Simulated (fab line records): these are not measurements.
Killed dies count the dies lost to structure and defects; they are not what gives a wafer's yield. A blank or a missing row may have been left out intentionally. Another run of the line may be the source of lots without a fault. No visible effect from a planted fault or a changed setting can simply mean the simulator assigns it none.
Which tool was responsible? ; flow gf180mcu ; 11 lots, 33 wafers sampled, at 4 steps of a route of 602

## WHAT THE GAUGES READ, wafer by wafer
GF_M4_RS_MEAS_05: a four-point-probe measurement.
lot;measured;on;M4_ALCU_RS (ohm/sq)
L772;day 22 06:36;film-metro-02;0.0688 0.0692 0.0697
L773;day 22 11:36;film-metro-02;0.0695 0.0703 0.0694
L774;day 23 03:43;film-metro-04;0.0719 0.0711 0.0722
L775;day 23 15:48;film-metro-02;0.0673 0.0679 0.0681
L776;day 23 21:31;film-metro-01;0.0696 0.0698 0.0689
L777;day 24 06:05;film-metro-02;0.0685 0.0683 0.0692
L780;day 25 17:21;film-metro-01;0.0690 0.0700 0.0702
L783;day 27 03:26;film-metro-01;0.0718 0.0701 0.0726
L788;day 27 21:23;film-metro-04;0.0701 0.0700 0.0698
L792;day 28 23:56;film-metro-01;0.0693 0.0693 0.0708
L795;day 29 20:08;film-metro-02;0.0703 0.0709 0.0684

## TOOL THAT RAN EACH LOT (tool first, then ch and the chambers of the sampled wafers, then the start)
lot;GF_POLY_GATE_ETCH_12;GF_CONTACT_ETCH_16;GF_V2_SPUTTER_22
L772;rie-diel-04 ch 0,3, day 9 01:55;rie-diel-04 ch 0,2,3, day 15 21:52;pvd-sputter-01, day 20 02:39
L773;rie-diel-02 ch 0,2, day 9 06:41;rie-diel-04 ch 1,2, day 16 03:40;pvd-sputter-01, day 20 08:20
L774;rie-diel-04 ch 2,3, day 9 17:43;rie-diel-01 ch 0,2,3, day 16 18:03;pvd-sputter-04, day 21 00:57
L775;rie-diel-03 ch 0,2,3, day 10 02:07;rie-diel-02 ch 1,2,3, day 17 07:07;pvd-sputter-04, day 21 13:42
L776;rie-diel-03 ch 0,1,2, day 10 08:44;rie-diel-02 ch 0,2,3, day 17 11:50;pvd-sputter-04, day 21 19:25
L777;rie-diel-04 ch 1,2,3, day 10 14:07;rie-diel-02 ch 1,2,3, day 17 20:55;pvd-sputter-04, day 22 04:14
L780;rie-diel-02 ch 0,2, day 11 21:55;rie-diel-04 ch 0,1, day 19 11:45;pvd-sputter-04, day 23 17:09
L783;rie-diel-02 ch 2,3, day 13 03:50;rie-diel-04 ch 0,2, day 21 04:14;pvd-sputter-01, day 25 05:59
L788;rie-diel-03 ch 1,2,3, day 14 01:31;rie-diel-02 ch 0,2,3, day 22 01:13;pvd-sputter-04, day 26 00:46
L792;rie-diel-04 ch 0,2,3, day 15 06:13;rie-diel-02 ch 1,2,3, day 23 08:40;pvd-sputter-04, day 27 04:49
L795;rie-diel-03 ch 0,2,3, day 16 04:34;rie-diel-02 ch 0,1, day 24 07:09;pvd-sputter-04, day 28 01:53
- GF_POLY_GATE_ETCH_12: etches BARC in N2/H2.
- GF_CONTACT_ETCH_16: etches BARC in N2/H2.
- GF_V2_SPUTTER_22: material TiN, target thk 10 nm, time 40 s.

## WHAT THE TOOLS THEMSELVES READ (means of the sampled wafers that have a number; where no wafer has one, the mark that the record gives instead)
GF_POLY_GATE_ETCH_12.
lot;tool;bias-w (W);chamber-pressure-mTorr (mTorr);drypump-motor-current-A (A);oes-product-au (a.u.);rf-fwd-power-W (W);throttle-valve-pct (%)
L772;rie-diel-04;100.1;29.986;5.9;0.735;493.7;13.219
L773;rie-diel-02;100.1;29.976;5.7;0.735;496.0;13.202
L774;rie-diel-04;99.9;30.009;5.5;0.738;491.2;13.213
L775;rie-diel-03;100.1;30.019;5.8;0.737;495.8;13.215
L776;rie-diel-03;100.0;30.000;5.9;0.736;495.1;13.226
L777;rie-diel-04;100.0;30.000;5.2;0.737;493.6;13.209
L780;rie-diel-02;100.1;29.989;5.6;0.735;496.7;13.215
L783;rie-diel-02;100.7;30.009;5.4;0.733;496.1;13.216
L788;rie-diel-03;100.1;30.013;5.5;0.741;495.8;13.213
L792;rie-diel-04;100.2;29.988;5.7;0.738;495.2;13.215
L795;rie-diel-03;99.9;30.000;5.8;0.737;497.4;13.213

GF_CONTACT_ETCH_16.
lot;tool;bias-w (W);chamber-pressure-mTorr (mTorr);drypump-motor-current-A (A);oes-product-au (a.u.);rf-fwd-power-W (W);throttle-valve-pct (%)
L772;rie-diel-04;100.1;30.028;5.7;0.854;492.9;13.220
L773;rie-diel-04;100.1;29.970;5.4;0.852;495.2;13.219
L774;rie-diel-01;100.1;29.993;6.2;0.860;495.4;13.225
L775;rie-diel-02;100.1;30.006;5.8;0.859;494.3;13.221
L776;rie-diel-02;99.7;29.999;5.5;0.856;494.0;13.222
L777;rie-diel-02;99.9;30.012;5.8;0.849;495.0;13.215
L780;rie-diel-04;100.0;30.001;5.1;0.858;495.7;13.226
L783;rie-diel-04;99.6;29.998;5.9;0.858;492.2;13.224
L788;rie-diel-02;100.1;29.978;5.5;0.859;494.4;13.221
L792;rie-diel-02;100.2;30.024;5.8;0.859;495.1;13.227
L795;rie-diel-02;100.2;29.978;6.2;0.851;495.8;13.218

GF_V2_SPUTTER_22.
lot;tool;cathode-dc-power-W (W);throttle-valve-pct (%)
L772;pvd-sputter-01;4000.0;29.7
L773;pvd-sputter-01;4000.3;28.2
L774;pvd-sputter-04;3999.5;29.5
L775;pvd-sputter-04;3999.9;29.9
L776;pvd-sputter-04;3999.8;30.2
L777;pvd-sputter-04;4000.0;30.3
L780;pvd-sputter-04;4000.3;30.1
L783;pvd-sputter-01;4000.2;28.7
L788;pvd-sputter-04;4000.2;29.8
L792;pvd-sputter-04;4000.0;30.2
L795;pvd-sputter-04;4000.0;30.3

## THE ANSWER, worked out from the rows above alone
Rule: usual is defined by the lots themselves. Put in order of their means at a reading, lots are off if they are a third of the lots or fewer, leave a main group of 4 or more, and stand apart from it by a gap of 3 or more times the standard deviation of the main group's means; of several such gaps the widest counts. A main group is skipped when, at the precision printed for the reading in the tables above, its means are all equal. A lot without any number at a reading at which 4 lots or more have one is off too. The other lots that the step has rows for count as sound. The gauges are gone through in route order, then the tools' own readings, and for those a lot's mean is taken as printed above. The first step at which some lot is off is used, and at that step the reading that is off furthest; a lot without a number counts as furthest.
Off: L783 (GF_POLY_GATE_ETCH_12, bias-w). The main group has a mean of 100.0 W with a standard deviation of 0.092.
If a tool, at that step or one of the process steps before it, ran each lot that is off and ran no sound lot following the first of them, it fits. One fits: GF_POLY_GATE_ETCH_12 on rie-diel-02. A fault onset in the window from L780 (day 11 21:55, its last sound lot) to L783 (day 13 03:50, its first lot off) fits.
On the lots that are off, the tool's own readings at GF_POLY_GATE_ETCH_12 differ by more than 5 times the standard deviation of the sound lots' means, which bears it out; bias-w reads 100.7 W there versus 100.0 W on the sound lots.

## WHAT HAD BEEN PUT IN BY THE SIMULATOR
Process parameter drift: rie-diel-02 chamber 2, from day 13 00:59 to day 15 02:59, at GF_POLY_GATE_ETCH_12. Setting bias-w shifted by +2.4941 from 100. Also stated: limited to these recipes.
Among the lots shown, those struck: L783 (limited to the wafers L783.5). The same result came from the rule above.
